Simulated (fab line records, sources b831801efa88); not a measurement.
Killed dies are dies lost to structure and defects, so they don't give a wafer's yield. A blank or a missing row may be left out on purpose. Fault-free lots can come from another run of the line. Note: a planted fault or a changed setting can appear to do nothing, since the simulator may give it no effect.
Which tool is to blame? | flow gf180mcu | Sampling: 14 lots, 40 wafers, 4 of 602 route steps

## WHAT THE GAUGES SHOWED, per wafer
GF_DNWELL_TW_MEAS_09. Usual: DNWELL_TW 1353, standard deviation 11.
lot  | measured    | on            | DNWELL_TW      | flag
L146 | day 2 23:39 | film_metro-02 | 1335 1334 1340 |
L148 | day 3 07:00 | film_metro-01 | 1362 1347 1368 |
L149 | day 3 10:51 | film_metro-04 | 1370 1361 1360 |
L150 | day 3 15:38 | film_metro-04 | 1345 1348 1344 |
L153 | day 4 16:02 | film_metro-02 | 1348 1342 1347 |
L155 | day 5 01:40 | film_metro-04 | 1353 1356 1352 |
L157 | day 5 11:02 | film_metro-02 | 1346 1345 1340 |
L156 | day 5 11:21 | film_metro-02 | 1338 1332 1335 |
L158 | day 5 15:47 | film_metro-04 | 1344 1344      |
L159 | day 5 21:07 | film_metro-04 | 1363 1357      |
L160 | day 6 02:35 | film_metro-02 | 1354 1347 1348 |
L166 | day 7 12:16 | film_metro-02 | 1350 1338 1356 |
L167 | day 7 19:23 | film_metro-01 | 1361 1367 1372 |
L169 | day 8 08:21 | film_metro-01 | 1370 1364 1370 |

GF_NWELL_TW_MEAS_11. Usual: NWELL_TW 1579, standard deviation 9.5.
lot  | measured    | on            | NWELL_TW       | flag
L146 | day 3 12:37 | film_metro-04 | 1570 1582 1574 |
L148 | day 3 19:55 | film_metro-03 | 1589 1578 1578 |
L149 | day 3 23:57 | film_metro-04 | 1578 1585 1577 |
L150 | day 4 04:59 | film_metro-04 | 1580 1576 1582 |
L153 | day 5 06:05 | film_metro-01 | 1578 1574 1575 |
L155 | day 5 15:48 | film_metro-03 | 1589 1588 1586 |
L157 | day 6 01:50 | film_metro-01 | 1563 1569 1570 |
L156 | day 6 02:23 | film_metro-04 | 1595 1593 1577 |
L158 | day 6 06:37 | film_metro-03 | 1577 1577      |
L159 | day 6 12:09 | film_metro-01 | 1572 1567      |
L160 | day 6 17:17 | film_metro-01 | 1575 1567 1575 |
L166 | day 8 03:26 | film_metro-01 | 1597 1596 1595 |
L167 | day 8 10:59 | film_metro-01 | 1603 1591 1591 |
L169 | day 9 01:28 | film_metro-01 | 1590 1602 1595 |

GF_VT_IMPLANT_TW_MEAS_10. Usual: VT_IMPLANT_TW 566, standard deviation 4.8.
lot  | measured     | on            | VT_IMPLANT_TW | flag
L146 | day 5 18:08  | film_metro-02 | 561 562 561   |
L148 | day 6 02:31  | film_metro-01 | 564 563 564   |
L149 | day 6 08:26  | film_metro-02 | 559 561 559   |
L150 | day 6 12:44  | film_metro-03 | 565 564 568   |
L153 | day 7 17:38  | film_metro-02 | 559 559 560   |
L155 | day 8 04:20  | film_metro-03 | 563 565 563   |
L157 | day 8 13:24  | film_metro-02 | 561 557 558   |
L156 | day 8 14:26  | film_metro-01 | 571 570 571   |
L158 | day 8 20:32  | film_metro-01 | 586 590       | OFF
L159 | day 9 01:50  | film_metro-01 | 587 585       | OFF
L160 | day 9 08:40  | film_metro-03 | 565 568 567   |
L166 | day 11 01:27 | film_metro-01 | 568 569 569   |
L167 | day 11 09:12 | film_metro-01 | 572 574 571   |
L169 | day 12 02:02 | film_metro-01 | 568 567 568   |

## EACH LOT AND THE TOOL THAT RAN IT (in order: tool; ch and the chambers of the sampled wafers; start)
lot  | GF_VT_IMPLANT_IMPLANT_08
L146 | implanter-04 ch 0, day 5 17:55
L148 | implanter-01 ch 0, day 6 02:16
L149 | implanter-03 ch 0, day 6 08:11
L150 | implanter-01 ch 0, day 6 12:29
L153 | implanter-04 ch 0, day 7 17:23
L155 | implanter-01 ch 0, day 8 04:05
L157 | implanter-01 ch 0, day 8 13:10
L156 | implanter-03 ch 0, day 8 14:11
L158 | implanter-01 ch 0, day 8 20:17
L159 | implanter-01 ch 0, day 9 01:35
L160 | implanter-03 ch 0, day 9 08:26
L166 | implanter-03 ch 0, day 11 01:13
L167 | implanter-03 ch 0, day 11 08:58
L169 | implanter-01 ch 0, day 12 01:47
- GF_VT_IMPLANT_IMPLANT_08

## AS READ BY THE TOOLS THEMSELVES (means over the sampled wafers that have a number; for cases with no such wafer, the mark the record gives instead)
GF_VT_IMPLANT_IMPLANT_08. Usual: beam_on_s 10.01 s, standard deviation 0.19; faraday_current_uA 46.7, standard deviation 0.9.
lot  | tool         | beam_on_s (s) | faraday_current_uA | flag
L146 | implanter-04 | 10.03         | 46.5               |
L148 | implanter-01 | 10.01         | 46.6               |
L149 | implanter-03 | 10.22         | 45.7               |
L150 | implanter-01 | 10.15         | 46.1               |
L153 | implanter-04 | 10.03         | 46.5               |
L155 | implanter-01 | 9.91          | 47.0               |
L157 | implanter-01 | 9.93          | 47.0               |
L156 | implanter-03 | 10.04         | 46.6               |
L158 | implanter-01 | 11.07         | 42.1               | OFF
L159 | implanter-01 | 10.91         | 43.0               | OFF
L160 | implanter-03 | 9.84          | 47.4               |
L166 | implanter-03 | 10.04         | 46.5               |
L167 | implanter-03 | 9.82          | 47.6               |
L169 | implanter-01 | 10.09         | 46.3               |

## THE ANSWER, worked out from the rows above alone
Rule: a lot is off if the mean of its wafers that have a number lies more than 3 standard deviations from the usual mean. A lot without any number at a reading at which 4 lots or more have one is off too. The other lots that the step has rows for count as sound. Order of review: gauges by route order, followed by the tools' own readings, for which a lot's mean as printed above is used. At the first step where some lot is off, the reading lying furthest off is the one used; lots without a number count as furthest.
Off: L158, L159, seen at GF_VT_IMPLANT_TW_MEAS_10 (VT_IMPLANT_TW).
A tool fits if, at a process step before that reading, it ran every lot that is off, and no sound lot after the first of them. The gauges at GF_VT_IMPLANT_TW_MEAS_10 aren't tried: what is off there is off at GF_VT_IMPLANT_IMPLANT_08 too, on other tools, and a gauge's error can't cause that. None of those tried fits.

## WHAT THE SIMULATOR HAD PUT IN
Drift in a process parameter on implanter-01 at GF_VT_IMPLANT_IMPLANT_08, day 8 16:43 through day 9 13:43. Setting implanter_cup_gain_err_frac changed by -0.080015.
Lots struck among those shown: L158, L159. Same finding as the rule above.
